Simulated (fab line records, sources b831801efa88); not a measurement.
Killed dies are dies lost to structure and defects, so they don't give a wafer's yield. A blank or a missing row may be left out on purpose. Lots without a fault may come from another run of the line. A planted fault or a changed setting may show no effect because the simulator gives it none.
Chamber matching | flow sky130 | SKY_CONTACT_ETCH_17 on rie_diel-02: 4 sister chambers
The step etches SiO2 in C4F8/O2/Ar, stops on Si3N4, target depth 340 nm. 8 wafers are shown with their chamber, then 10 later ones without.

WAFERS WITH THEIR CHAMBER
wafer  | chamber | oes_product_au (a.u.) | bias_w (W)
L077.2 | 3       | 0.894                 | 1201
L089.2 | 3       | 0.895                 | 1196
L091.3 | 0       | 0.887                 | 1199
L092.1 | 0       | 0.886                 | 1198
L092.2 | 2       | 0.894                 | 1201
L092.6 | 1       | 0.889                 | 1196
L093.1 | 1       | 0.895                 | 1203
L093.4 | 2       | 0.885                 | 1197

WAFERS WITHOUT THEIR CHAMBER
wafer  | oes_product_au (a.u.) | bias_w (W)
L093.5 | 0.891                 | 1198
L094.1 | 0.897                 | 1200
L094.3 | 0.895                 | 1205
L094.6 | 0.896                 | 1200
L095.1 | 0.889                 | 1195
L095.5 | 0.897                 | 1199
L095.6 | 0.889                 | 1198
L096.2 | 0.897                 | 1199
L096.4 | 0.885                 | 1201
L096.6 | 0.893                 | 1198

WHICH CHAMBER EACH WENT THROUGH
wafer  | from the rows above               | in truth
L093.5 | can't be placed: 2 or 1 or 3 or 0 | 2
L094.1 | can't be placed: 3 or 1 or 2 or 0 | 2
L094.3 | can't be placed: 1 or 3 or 2 or 0 | 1
L094.6 | can't be placed: 3 or 1 or 2 or 0 | 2
L095.1 | can't be placed: 2 or 0 or 1 or 3 | 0
L095.5 | can't be placed: 3 or 1 or 2      | 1
L095.6 | can't be placed: 2 or 0 or 1 or 3 | 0
L096.2 | can't be placed: 3 or 1 or 2      | 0
L096.4 | can't be placed: 0 or 2 or 1 or 3 | 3
L096.6 | can't be placed: 3 or 1 or 2 or 0 | 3
Placed correctly: 0 of 10. Can't be placed from these rows: 10 (the true chamber is among the candidates in 9). Placed wrongly: 0.
How it was worked out, from the rows above alone: a wafer's distance from a chamber is the root of the sum, over the readings, of the square of ((its reading less the chamber's mean) divided by the reading's scatter). The wafer belongs to the nearest chamber; if the next one is less than 2 further off, it can't be placed. A chamber's mean is the mean of its shown wafers. The scatter: the root of (the sum of the squares of (reading less its chamber's mean) over the shown wafers, divided by (wafers less chambers)).
